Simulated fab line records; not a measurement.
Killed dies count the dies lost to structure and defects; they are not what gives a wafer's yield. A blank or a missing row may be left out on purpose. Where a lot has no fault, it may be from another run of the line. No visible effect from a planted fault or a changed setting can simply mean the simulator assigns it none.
A struck lot beside a sound one ; flow sky130 ; 15 out of 708 route steps
Sound: wafers L557.4, L557.5, L557.6. Struck: wafers L567.2, L567.4, L567.5. The cause is given at the end.
Order at every step that has rows: each side's tool, ch and its chambers, its first start. Under that, the readings that differ: sound wafers ; struck wafers ; difference of the means ; sigmas: that difference in standard deviations of wafers without a fault.
alike: words and numbers the same on both sides, and readings whose means are apart by under 2 such deviations; not compared: readings that were withheld, readings missing a value for some wafer, numbers with overlapping values and no deviation given by the record, and bounds like >300 which may hide the same value.
Wherever a step has rows on one side only, a row that says differs or no value, or a row with sigmas, the two part there. Non-overlapping numbers with no deviation appear without sigmas and do not part them. Lack of a reading on every wafer of one side parts them only where that side has two or more wafers.

SKY_METAL1_STRIP_20: strips in O2/N2.
  sound on plasma asher-01 ch 0,1, day 34 13:05; struck on plasma asher-03 ch 0,1, day 37 09:50
reading;sound;struck;difference;sigmas
drypump motor current A (A);5.3 5.3 5.4;6.7 5.7 6.7;+1.0;+2
  alike: oes product au, strip time to endpoint s
  not compared: rf hours counter h
then, 4 steps without rows for these wafers: SKY_METAL1_STRIP_21 (strips in post etch residue remover, time 1200 s); SKY_METAL1_CLEAN_22 (cleans in IPA, time 180 s); SKY_METAL1_CLEAN_23 (cleans in O3/DIW); SKY_VIA1_HDPCVD_00 (deposits SiO2, target thk 1030 nm, time 171.7 s).
SKY_VIA1_THK_MEAS_01:
  sound on film metro-02, day 34 13:49; struck on film metro-03, day 37 10:37
  alike: VIA1_HDPCVD_THK
SKY_VIA1_CMP_02: polishes SiO2.
  sound on cmp-01 ch 0,3, day 34 13:54; struck on cmp-01 ch 0,1, day 37 10:43
  alike: edge zone pressure frac, motor current A
SKY_VIA1_BOW_MEAS_03:
  sound on film metro-02, day 34 14:13; struck on film metro-02, day 37 10:59
  alike: VIA1_BOW
then, 4 steps without rows for these wafers: SKY_VIA1_DEHYDRATE_04 (time 60 s); SKY_VIA1_HMDS_05 (prime time 60 s); SKY_VIA1_COAT_06 (resist thk 60 nm); SKY_VIA1_COAT_07 (resist thk 450 nm).
SKY_VIA1_SOFTBAKE_08: time 90 s.
  sound on litho track-03 ch 0, day 35 03:00; struck on litho track-04 ch 0, day 37 23:00
reading;sound;struck;difference;sigmas
heater power total W (W);58.26 58.00 58.29;61.45 61.56 61.17;+3.21;+27
run length s (s);119.12 119.12 119.25;105.33 105.30 105.10;-13.92;-99 or more
then, 1 step without rows for these wafers: SKY_VIA1_EXPOSE_09 (exposes mask VIM, target cd 150 nm).
-- the record jumps here: 11 days lie between the struck wafers' starts before and after (it left off in module VIA1 and takes up again in module PAD_OPEN, whose first step shown is number 708 of the route) --
SKY_PAD_OPEN_PROBE_99:
  sound on prober-02, day 47 03:34; struck on prober-02, day 49 08:19
reading;sound;struck;difference;sigmas
killed at contacts;15 25 12;41 25 36;+17;+3
  alike: defect limited yield, killed_at_M0_to_M3, killed_at_M4_up, killed at front end, killed at other, killed dies, killed on rim, killed open, killed short, sort_bin_3_pad_short, sort_bin_5_function, sort_bin_6_memory, sort n pass, sort yield pct

== WHERE THEY PART ==
Earliest at SKY_METAL1_STRIP_20; latest, in this record, at SKY_PAD_OPEN_PROBE_99.

WHY: whatever the simulator had introduced
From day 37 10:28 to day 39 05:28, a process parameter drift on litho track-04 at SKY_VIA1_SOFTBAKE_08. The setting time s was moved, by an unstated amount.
